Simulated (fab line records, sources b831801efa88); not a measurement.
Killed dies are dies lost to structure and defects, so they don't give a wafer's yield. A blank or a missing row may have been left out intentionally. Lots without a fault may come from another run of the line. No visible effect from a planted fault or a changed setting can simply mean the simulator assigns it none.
Which tool did it? | flow gf180mcu | 14 lots, 42 wafers sampled, at 4 steps of a route of 602

## WHAT EACH GAUGE READ, for each wafer
GF_CONTACT_BOW_MEAS_05.
lot  | measured     | on           | CONTACT_BOW (um)
L244 | day 15 04:21 | filmMetro-03 | 73 68 65
L245 | day 15 18:56 | filmMetro-02 | 74 63 83
L246 | day 15 21:22 | filmMetro-04 | 63 70 72
L247 | day 16 05:04 | filmMetro-03 | 59 51 67
L248 | day 16 13:13 | filmMetro-04 | 66 60 60
L249 | day 17 02:17 | filmMetro-02 | 56 56 67
L250 | day 17 11:08 | filmMetro-02 | 69 50 63
L251 | day 17 19:33 | filmMetro-04 | 65 64 64
L259 | day 20 16:17 | filmMetro-03 | 69 66 61
L260 | day 21 01:23 | filmMetro-02 | 63 56 71
L261 | day 21 07:29 | filmMetro-03 | 65 65 60
L262 | day 21 19:58 | filmMetro-03 | 76 64 61
L265 | day 22 15:32 | filmMetro-04 | 61 62 68
L266 | day 23 00:12 | filmMetro-04 | 73 67 77

GF_V1_BOW_MEAS_05.
lot  | measured     | on           | V1_BOW (um)
L244 | day 17 03:32 | filmMetro-01 | 87 82 80
L245 | day 17 19:14 | filmMetro-02 | 93 82 102
L246 | day 17 22:57 | filmMetro-02 | 77 84 86
L247 | day 18 06:17 | filmMetro-03 | 75 65 79
L248 | day 18 14:22 | filmMetro-03 | 80 73 75
L249 | day 19 04:05 | filmMetro-03 | 77 77 88
L250 | day 19 13:34 | filmMetro-02 | 88 70 82
L251 | day 19 22:58 | filmMetro-02 | 89 86 88
L259 | day 22 20:04 | filmMetro-01 | 87 83 78
L260 | day 23 04:15 | filmMetro-03 | 82 75 91
L261 | day 23 09:43 | filmMetro-03 | 86 84 80
L262 | day 23 21:11 | filmMetro-01 | 89 78 74
L265 | day 24 16:06 | filmMetro-03 | 75 77 82
L266 | day 25 00:01 | filmMetro-02 | 88 81 93

## EACH LOT AND THE TOOL THAT RAN IT (in order: tool; ch and the chambers of the sampled wafers; start)
lot  | GF_M1_SPUTTER_02            | GF_M1_SPUTTER_04
L244 | pvdSputter-03, day 16 03:23 | pvdSputter-03, day 16 03:27
L245 | pvdSputter-02, day 16 18:40 | pvdSputter-02, day 16 18:43
L246 | pvdSputter-03, day 16 23:29 | pvdSputter-03, day 16 23:32
L247 | pvdSputter-02, day 17 04:53 | pvdSputter-02, day 17 04:56
L248 | pvdSputter-02, day 17 13:19 | pvdSputter-02, day 17 13:22
L249 | pvdSputter-02, day 18 03:08 | pvdSputter-02, day 18 03:11
L250 | pvdSputter-02, day 18 12:05 | pvdSputter-02, day 18 12:08
L251 | pvdSputter-03, day 18 21:01 | pvdSputter-03, day 18 21:04
L259 | pvdSputter-03, day 21 18:28 | pvdSputter-03, day 21 18:31
L260 | pvdSputter-03, day 22 03:23 | pvdSputter-03, day 22 03:26
L261 | pvdSputter-02, day 22 09:32 | pvdSputter-02, day 22 09:35
L262 | pvdSputter-01, day 22 20:58 | pvdSputter-01, day 22 21:01
L265 | pvdSputter-02, day 23 16:22 | pvdSputter-02, day 23 16:25
L266 | pvdSputter-02, day 24 00:46 | pvdSputter-02, day 24 00:49
- GF_M1_SPUTTER_02: material AlCu, target thk 450 nm, time 23.9 s.
- GF_M1_SPUTTER_04: material TiN, target thk 50 nm, time 41.7 s.

## AS READ BY THE TOOLS THEMSELVES (means over the sampled wafers that have a number; for cases with no such wafer, the mark the record gives instead)
GF_M1_SPUTTER_02.
lot  | tool          | chamberPressurePa (Pa) | throttleValvePct (%)
L244 | pvdSputter-03 | 0.3999                 | 29.0
L245 | pvdSputter-02 | 0.4001                 | 29.3
L246 | pvdSputter-03 | 0.3999                 | 29.4
L247 | pvdSputter-02 | 0.4003                 | 29.7
L248 | pvdSputter-02 | 0.3997                 | 29.8
L249 | pvdSputter-02 | 0.3996                 | 29.4
L250 | pvdSputter-02 | 0.4002                 | 29.2
L251 | pvdSputter-03 | 0.4003                 | 29.8
L259 | pvdSputter-03 | 0.4011                 | 29.4
L260 | pvdSputter-03 | 0.4000                 | 30.1
L261 | pvdSputter-02 | 0.3992                 | 29.2
L262 | pvdSputter-01 | 0.4001                 | 28.7
L265 | pvdSputter-02 | 0.3997                 | 29.1
L266 | pvdSputter-02 | 0.4002                 | 29.5

GF_M1_SPUTTER_04.
lot  | tool          | chamberPressurePa (Pa) | throttleValvePct (%)
L244 | pvdSputter-03 | 0.3998                 | 29.0
L245 | pvdSputter-02 | 0.4006                 | 29.1
L246 | pvdSputter-03 | 0.4003                 | 29.3
L247 | pvdSputter-02 | 0.4001                 | 29.9
L248 | pvdSputter-02 | 0.3989                 | 29.9
L249 | pvdSputter-02 | 0.3799                 | 30.2
L250 | pvdSputter-02 | 0.3796                 | 30.2
L251 | pvdSputter-03 | 0.3997                 | 29.9
L259 | pvdSputter-03 | 0.4001                 | 29.4
L260 | pvdSputter-03 | 0.3988                 | 30.0
L261 | pvdSputter-02 | 0.3996                 | 29.1
L262 | pvdSputter-01 | 0.4001                 | 28.7
L265 | pvdSputter-02 | 0.4003                 | 29.2
L266 | pvdSputter-02 | 0.4003                 | 29.1

## THE ANSWER, worked out from the rows above alone
Rule: the lots themselves supply what counts as usual. The widest of any qualifying gaps counts: lots, ordered by their means at a reading, are off when they make up no more than a third of the lots, leave a main group of 4 or more, and stand apart from it by 3 or more times the standard deviation of that group's means. A main group whose means are all the same, to the digits that the tables above print for the reading, isn't used. Also off: a lot with no number at a reading for which 4 or more lots have one. The other lots that the step has rows for count as sound. After the gauges, taken in route order, come the tools' own readings; for these a lot's mean is taken, as printed above. The first step at which some lot is off is used, and at that step the reading that is off furthest; a lot without a number counts as furthest.
Off: L249, L250 (GF_M1_SPUTTER_04, chamberPressurePa). Mean 0.3999 Pa and standard deviation 0.00054 in the main group.
A tool fits if, at that step or a process step before it, it ran every lot that is off, and no sound lot after the first of them. Of those tried, none fits.

## WHAT THE SIMULATOR PUT IN
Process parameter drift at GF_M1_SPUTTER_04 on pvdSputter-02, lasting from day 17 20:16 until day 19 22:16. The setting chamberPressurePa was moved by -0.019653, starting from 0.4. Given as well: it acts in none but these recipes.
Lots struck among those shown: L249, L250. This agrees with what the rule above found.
